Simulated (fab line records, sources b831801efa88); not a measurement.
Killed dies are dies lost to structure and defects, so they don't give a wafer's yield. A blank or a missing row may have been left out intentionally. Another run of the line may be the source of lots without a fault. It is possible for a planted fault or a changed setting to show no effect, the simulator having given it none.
What tool caused it? :: flow sky130 :: 39 wafers from 13 lots sampled at 6 of the route's 708 steps

WHAT EACH GAUGE READ, for each wafer
SKY_FIELD_ISO_CD_MEAS_13 targets a cd of 150 nm. Usual: cdNm reads 149.6 nm (standard deviation 1.2).
lot: L844
measured: day 2 04:30
on: cdSem-02
cdNm (nm): 149.6 150.0 149.9
flag: 

lot: L845
measured: day 2 08:56
on: cdSem-01
cdNm (nm): 150.9 151.4 150.2
flag: 

lot: L847
measured: day 2 21:28
on: cdSem-01
cdNm (nm): 148.2 148.8 148.1
flag: 

lot: L848
measured: day 3 01:15
on: cdSem-01
cdNm (nm): 150.9 150.7 150.1
flag: 

lot: L849
measured: day 3 06:14
on: cdSem-01
cdNm (nm): 150.6 150.4 151.2
flag: 

lot: L850
measured: day 3 10:53
on: cdSem-01
cdNm (nm): 149.4 149.8 149.9
flag: 

lot: L852
measured: day 4 00:04
on: cdSem-01
cdNm (nm): 149.7 149.3 148.9
flag: 

lot: L854
measured: day 4 11:31
on: cdSem-01
cdNm (nm): 150.0 150.9 151.0
flag: 

lot: L855
measured: day 4 15:19
on: cdSem-01
cdNm (nm): 148.4 149.6 149.1
flag: 

lot: L858
measured: day 5 06:06
on: cdSem-02
cdNm (nm): 149.0 150.1 149.2
flag: 

lot: L859
measured: day 5 10:44
on: cdSem-02
cdNm (nm): 148.4 149.0 148.7
flag: 

lot: L860
measured: day 5 15:31
on: cdSem-01
cdNm (nm): 147.7 148.7 150.0
flag: 

lot: L865
measured: day 7 02:02
on: cdSem-01
cdNm (nm): 149.6 150.1 150.7
flag: 

SKY_NWELL_OVL_MEAS_23. Usual: NWELL_01_OVL -0.9 nm, standard deviation 1.3.
lot: L844
measured: day 5 04:16
on: overlay-02
NWELL_01_OVL (nm): 0.0 -0.6 0.0
flag: 

lot: L845
measured: day 5 06:13
on: overlay-02
NWELL_01_OVL (nm): 0.3 -2.3 -0.1
flag: 

lot: L847
measured: day 6 09:18
on: overlay-02
NWELL_01_OVL (nm): 0.5 1.7 0.4
flag: 

lot: L848
measured: day 6 13:19
on: overlay-01
NWELL_01_OVL (nm): -0.7 -0.2 -2.6
flag: 

lot: L849
measured: day 6 23:17
on: overlay-01
NWELL_01_OVL (nm): -0.9 -0.8 -2.6
flag: 

lot: L850
measured: day 6 21:49
on: overlay-02
NWELL_01_OVL (nm): -1.3 -2.1 -1.6
flag: 

lot: L852
measured: day 7 10:28
on: overlay-01
NWELL_01_OVL (nm): -0.7 -2.2 -1.8
flag: 

lot: L854
measured: day 7 21:07
on: overlay-01
NWELL_01_OVL (nm): 0.8 -1.7 1.7
flag: 

lot: L855
measured: day 8 02:41
on: overlay-01
NWELL_01_OVL (nm): -2.4 -0.9 -1.7
flag: 

lot: L858
measured: day 8 18:01
on: overlay-02
NWELL_01_OVL (nm): 0.5 -0.7 -0.7
flag: 

lot: L859
measured: day 8 23:31
on: overlay-02
NWELL_01_OVL (nm): -1.6 -1.2 -1.2
flag: 

lot: L860
measured: day 9 06:46
on: overlay-02
NWELL_01_OVL (nm): 0.0 -1.9 -0.9
flag: 

lot: L865
measured: day 10 22:55
on: overlay-01
NWELL_01_OVL (nm): -1.9 -1.6 -2.0
flag: 

SKY_VT_ADJUST_LVTN_TW_MEAS_21. Usual: VT_ADJUST_LVTN_2_TW 186.2, standard deviation 1.5.
lot: L844
measured: day 7 13:00
on: filmMetro-02
VT_ADJUST_LVTN_2_TW: 186.2 187.3 186.4
flag: 

lot: L845
measured: day 7 14:34
on: filmMetro-01
VT_ADJUST_LVTN_2_TW: 184.4 183.2 183.2
flag: 

lot: L847
measured: day 8 23:15
on: filmMetro-02
VT_ADJUST_LVTN_2_TW: 188.0 188.7 189.5
flag: 

lot: L848
measured: day 9 03:12
on: filmMetro-01
VT_ADJUST_LVTN_2_TW: 186.5 186.0 186.6
flag: 

lot: L849
measured: day 9 12:43
on: filmMetro-02
VT_ADJUST_LVTN_2_TW: 186.9 186.5 187.5
flag: 

lot: L850
measured: day 9 11:25
on: filmMetro-04
VT_ADJUST_LVTN_2_TW: 186.5 185.8 186.4
flag: 

lot: L852
measured: day 10 01:54
on: filmMetro-02
VT_ADJUST_LVTN_2_TW: 187.8 188.6 188.2
flag: 

lot: L854
measured: day 10 14:40
on: filmMetro-02
VT_ADJUST_LVTN_2_TW: 188.1 187.0 187.6
flag: 

lot: L855
measured: day 10 19:17
on: filmMetro-01
VT_ADJUST_LVTN_2_TW: 185.5 186.4 184.2
flag: 

lot: L858
measured: day 11 12:19
on: filmMetro-01
VT_ADJUST_LVTN_2_TW: 185.4 185.8 186.3
flag: 

lot: L859
measured: day 11 16:52
on: filmMetro-04
VT_ADJUST_LVTN_2_TW: 186.3 185.9 185.1
flag: 

lot: L860
measured: day 12 02:43
on: filmMetro-04
VT_ADJUST_LVTN_2_TW: 187.1 186.0 185.0
flag: 

lot: L865
measured: day 13 23:43
on: filmMetro-01
VT_ADJUST_LVTN_2_TW: 29.4 29.4 29.5
flag: OFF

SKY_VT_ADJUST_NCORE_CD_MEAS_07 targets a cd of 380 nm. Usual: cdNm reads 379.3 nm (standard deviation 2.7).
lot: L844
measured: day 8 09:20
on: cdSem-02
cdNm (nm): 379.6 380.0 380.8
flag: 

lot: L845
measured: day 8 10:38
on: cdSem-01
cdNm (nm): 386.6 386.2 387.1
flag: 

lot: L847
measured: day 9 19:49
on: cdSem-01
cdNm (nm): 378.2 374.0 374.8
flag: 

lot: L848
measured: day 9 23:01
on: cdSem-01
cdNm (nm): 376.4 376.1 376.4
flag: 

lot: L849
measured: day 10 09:30
on: cdSem-02
cdNm (nm): 376.3 373.7 375.8
flag: 

lot: L850
measured: day 10 08:38
on: cdSem-02
cdNm (nm): 380.3 381.0 381.5
flag: 

lot: L852
measured: day 11 00:10
on: cdSem-01
cdNm (nm): 379.7 379.6 378.4
flag: 

lot: L854
measured: day 11 12:35
on: cdSem-02
cdNm (nm): 377.3 377.3 378.7
flag: 

lot: L855
measured: day 11 17:30
on: cdSem-02
cdNm (nm): 380.4 379.9 381.1
flag: 

lot: L858
measured: day 12 11:31
on: cdSem-01
cdNm (nm): 376.6 374.7 376.6
flag: 

lot: L859
measured: day 12 17:23
on: cdSem-02
cdNm (nm): 381.7 381.6 383.0
flag: 

lot: L860
measured: day 13 03:34
on: cdSem-01
cdNm (nm): 379.7 379.8 381.1
flag: 

lot: L865
measured: day 15 01:38
on: cdSem-02
cdNm (nm): 382.4 380.9 381.1
flag: 

WHICH TOOL RAN EACH LOT (tool, then ch and the chambers of the sampled wafers, then the start)
lot: L844
SKY_VT_ADJUST_LVTN_STRIP_09: plasmaAsher-02 ch 0,1, day 6 17:50
SKY_VT_ADJUST_LVTN_STRIP_20: plasmaAsher-04 ch 0,1, day 7 12:53

lot: L845
SKY_VT_ADJUST_LVTN_STRIP_09: plasmaAsher-02 ch 0,1, day 6 19:08
SKY_VT_ADJUST_LVTN_STRIP_20: plasmaAsher-04 ch 0,1, day 7 14:27

lot: L847
SKY_VT_ADJUST_LVTN_STRIP_09: plasmaAsher-04 ch 0,1, day 8 01:50
SKY_VT_ADJUST_LVTN_STRIP_20: plasmaAsher-01 ch 0,1, day 8 23:09

lot: L848
SKY_VT_ADJUST_LVTN_STRIP_09: plasmaAsher-01 ch 0,1, day 8 06:29
SKY_VT_ADJUST_LVTN_STRIP_20: plasmaAsher-02 ch 0, day 9 03:06

lot: L849
SKY_VT_ADJUST_LVTN_STRIP_09: plasmaAsher-04 ch 0,1, day 8 16:20
SKY_VT_ADJUST_LVTN_STRIP_20: plasmaAsher-02 ch 0,1, day 9 12:38

lot: L850
SKY_VT_ADJUST_LVTN_STRIP_09: plasmaAsher-04 ch 0,1, day 8 14:28
SKY_VT_ADJUST_LVTN_STRIP_20: plasmaAsher-04 ch 0,1, day 9 11:18

lot: L852
SKY_VT_ADJUST_LVTN_STRIP_09: plasmaAsher-02 ch 0,1, day 9 04:27
SKY_VT_ADJUST_LVTN_STRIP_20: plasmaAsher-01 ch 0,1, day 10 01:48

lot: L854
SKY_VT_ADJUST_LVTN_STRIP_09: plasmaAsher-04 ch 0,1, day 9 16:14
SKY_VT_ADJUST_LVTN_STRIP_20: plasmaAsher-04 ch 0,1, day 10 14:33

lot: L855
SKY_VT_ADJUST_LVTN_STRIP_09: plasmaAsher-04 ch 0,1, day 9 21:47
SKY_VT_ADJUST_LVTN_STRIP_20: plasmaAsher-04 ch 0,1, day 10 19:11

lot: L858
SKY_VT_ADJUST_LVTN_STRIP_09: plasmaAsher-01 ch 0,1, day 10 14:15
SKY_VT_ADJUST_LVTN_STRIP_20: plasmaAsher-04 ch 0,1, day 11 12:13

lot: L859
SKY_VT_ADJUST_LVTN_STRIP_09: plasmaAsher-02 ch 0,1, day 10 18:14
SKY_VT_ADJUST_LVTN_STRIP_20: plasmaAsher-01 ch 0,1, day 11 16:45

lot: L860
SKY_VT_ADJUST_LVTN_STRIP_09: plasmaAsher-04 ch 0,1, day 11 03:15
SKY_VT_ADJUST_LVTN_STRIP_20: plasmaAsher-02 ch 0,1, day 12 02:37

lot: L865
SKY_VT_ADJUST_LVTN_STRIP_09: plasmaAsher-01 ch 0,1, day 12 22:46
SKY_VT_ADJUST_LVTN_STRIP_20: plasmaAsher-04 ch 0,1, day 13 23:36
- SKY_VT_ADJUST_LVTN_STRIP_09: strips in O2/N2.
- SKY_VT_ADJUST_LVTN_STRIP_20: strips in O2/N2.

WHAT THE TOOLS THEMSELVES READ (means of the sampled wafers that have a number; where no wafer has one, the mark that the record gives instead)
SKY_VT_ADJUST_LVTN_STRIP_09. Usual: chamberPressureMTorr 1500.1 mTorr, standard deviation 1.3; drypumpMotorCurrentA 5.8 A, standard deviation 0.51; oesProductAu 0.722 a.u., standard deviation 0.0047; stripTimeToEndpointS 36.99 s, standard deviation 0.11.
lot: L844
tool: plasmaAsher-02
chamberPressureMTorr (mTorr): 1500.6
drypumpMotorCurrentA (A): 5.7
oesProductAu (a.u.): 0.724
stripTimeToEndpointS (s): 37.09
flag: 

lot: L845
tool: plasmaAsher-02
chamberPressureMTorr (mTorr): 1500.2
drypumpMotorCurrentA (A): 5.8
oesProductAu (a.u.): 0.720
stripTimeToEndpointS (s): 37.07
flag: 

lot: L847
tool: plasmaAsher-04
chamberPressureMTorr (mTorr): 1500.4
drypumpMotorCurrentA (A): 6.2
oesProductAu (a.u.): 0.725
stripTimeToEndpointS (s): 37.11
flag: 

lot: L848
tool: plasmaAsher-01
chamberPressureMTorr (mTorr): 1499.6
drypumpMotorCurrentA (A): 5.2
oesProductAu (a.u.): 0.721
stripTimeToEndpointS (s): 36.88
flag: 

lot: L849
tool: plasmaAsher-04
chamberPressureMTorr (mTorr): 1499.7
drypumpMotorCurrentA (A): 5.8
oesProductAu (a.u.): 0.719
stripTimeToEndpointS (s): 37.01
flag: 

lot: L850
tool: plasmaAsher-04
chamberPressureMTorr (mTorr): 1499.6
drypumpMotorCurrentA (A): 6.2
oesProductAu (a.u.): 0.721
stripTimeToEndpointS (s): 37.16
flag: 

lot: L852
tool: plasmaAsher-02
chamberPressureMTorr (mTorr): 1500.1
drypumpMotorCurrentA (A): 5.8
oesProductAu (a.u.): 0.724
stripTimeToEndpointS (s): 36.99
flag: 

lot: L854
tool: plasmaAsher-04
chamberPressureMTorr (mTorr): 1499.8
drypumpMotorCurrentA (A): 6.2
oesProductAu (a.u.): 0.721
stripTimeToEndpointS (s): 36.93
flag: 

lot: L855
tool: plasmaAsher-04
chamberPressureMTorr (mTorr): 1501.4
drypumpMotorCurrentA (A): 6.2
oesProductAu (a.u.): 0.727
stripTimeToEndpointS (s): 37.05
flag: 

lot: L858
tool: plasmaAsher-01
chamberPressureMTorr (mTorr): 1500.0
drypumpMotorCurrentA (A): 5.2
oesProductAu (a.u.): 0.717
stripTimeToEndpointS (s): 37.10
flag: 

lot: L859
tool: plasmaAsher-02
chamberPressureMTorr (mTorr): 1500.4
drypumpMotorCurrentA (A): 5.7
oesProductAu (a.u.): 0.719
stripTimeToEndpointS (s): 36.97
flag: 

lot: L860
tool: plasmaAsher-04
chamberPressureMTorr (mTorr): 1498.8
drypumpMotorCurrentA (A): 5.8
oesProductAu (a.u.): 0.726
stripTimeToEndpointS (s): 36.84
flag: 

lot: L865
tool: plasmaAsher-01
chamberPressureMTorr (mTorr): 1492.1
drypumpMotorCurrentA (A): 5.4
oesProductAu (a.u.): 0.867
stripTimeToEndpointS (s): -
flag: OFF

SKY_VT_ADJUST_LVTN_STRIP_20. Usual: chamberPressureMTorr 1499.9 mTorr, standard deviation 1.4; drypumpMotorCurrentA 5.8 A, standard deviation 0.52; oesProductAu 0.716 a.u., standard deviation 0.0044; stripTimeToEndpointS 14.19 s, standard deviation 0.041.
lot: L844
tool: plasmaAsher-04
chamberPressureMTorr (mTorr): 1499.1
drypumpMotorCurrentA (A): 5.8
oesProductAu (a.u.): 0.717
stripTimeToEndpointS (s): 14.18
flag: 

lot: L845
tool: plasmaAsher-04
chamberPressureMTorr (mTorr): 1501.4
drypumpMotorCurrentA (A): 6.2
oesProductAu (a.u.): 0.717
stripTimeToEndpointS (s): 14.20
flag: 

lot: L847
tool: plasmaAsher-01
chamberPressureMTorr (mTorr): 1500.3
drypumpMotorCurrentA (A): 5.2
oesProductAu (a.u.): 0.716
stripTimeToEndpointS (s): 14.20
flag: 

lot: L848
tool: plasmaAsher-02
chamberPressureMTorr (mTorr): 1498.8
drypumpMotorCurrentA (A): 5.7
oesProductAu (a.u.): 0.716
stripTimeToEndpointS (s): 14.24
flag: 

lot: L849
tool: plasmaAsher-02
chamberPressureMTorr (mTorr): 1498.9
drypumpMotorCurrentA (A): 5.7
oesProductAu (a.u.): 0.720
stripTimeToEndpointS (s): 14.22
flag: 

lot: L850
tool: plasmaAsher-04
chamberPressureMTorr (mTorr): 1499.5
drypumpMotorCurrentA (A): 6.2
oesProductAu (a.u.): 0.714
stripTimeToEndpointS (s): 14.21
flag: 

lot: L852
tool: plasmaAsher-01
chamberPressureMTorr (mTorr): 1500.0
drypumpMotorCurrentA (A): 5.2
oesProductAu (a.u.): 0.718
stripTimeToEndpointS (s): 14.18
flag: 

lot: L854
tool: plasmaAsher-04
chamberPressureMTorr (mTorr): 1499.9
drypumpMotorCurrentA (A): 6.2
oesProductAu (a.u.): 0.719
stripTimeToEndpointS (s): 14.21
flag: 

lot: L855
tool: plasmaAsher-04
chamberPressureMTorr (mTorr): 1501.1
drypumpMotorCurrentA (A): 6.2
oesProductAu (a.u.): 0.714
stripTimeToEndpointS (s): 14.22
flag: 

lot: L858
tool: plasmaAsher-04
chamberPressureMTorr (mTorr): 1500.0
drypumpMotorCurrentA (A): 5.8
oesProductAu (a.u.): 0.709
stripTimeToEndpointS (s): 14.20
flag: 

lot: L859
tool: plasmaAsher-01
chamberPressureMTorr (mTorr): 1500.1
drypumpMotorCurrentA (A): 5.4
oesProductAu (a.u.): 0.714
stripTimeToEndpointS (s): 14.21
flag: 

lot: L860
tool: plasmaAsher-02
chamberPressureMTorr (mTorr): 1498.0
drypumpMotorCurrentA (A): 5.7
oesProductAu (a.u.): 0.715
stripTimeToEndpointS (s): 14.15
flag: 

lot: L865
tool: plasmaAsher-04
chamberPressureMTorr (mTorr): 1499.7
drypumpMotorCurrentA (A): 5.8
oesProductAu (a.u.): 0.727
stripTimeToEndpointS (s): 50.52
flag: OFF

THE ANSWER, worked out from the rows above alone
Rule: a lot is off if the mean of its wafers that have a number lies more than 3 standard deviations from the usual mean. Also off: a lot with no number at a reading for which 4 or more lots have one. Any other lot the step has rows for is counted as sound. After the gauges, taken in route order, come the tools' own readings; for these a lot's mean is taken, as printed above. At the first step where some lot is off, the reading lying furthest off is the one used; lots without a number count as furthest.
Off: L865, seen at SKY_VT_ADJUST_LVTN_TW_MEAS_21 (VT_ADJUST_LVTN_2_TW).
If a tool, at a process step before that reading, ran all the lots that are off and no sound lot after the first of them, it fits. The gauges at SKY_VT_ADJUST_LVTN_TW_MEAS_21 aren't tried: what is off there is off at SKY_VT_ADJUST_LVTN_STRIP_09 too, on other tools, and a gauge's error can't cause that. This does not decide it: 2 tools fit, namely plasmaAsher-01 at SKY_VT_ADJUST_LVTN_STRIP_09 and plasmaAsher-04 at SKY_VT_ADJUST_LVTN_STRIP_20.

WHAT THE SIMULATOR PUT IN
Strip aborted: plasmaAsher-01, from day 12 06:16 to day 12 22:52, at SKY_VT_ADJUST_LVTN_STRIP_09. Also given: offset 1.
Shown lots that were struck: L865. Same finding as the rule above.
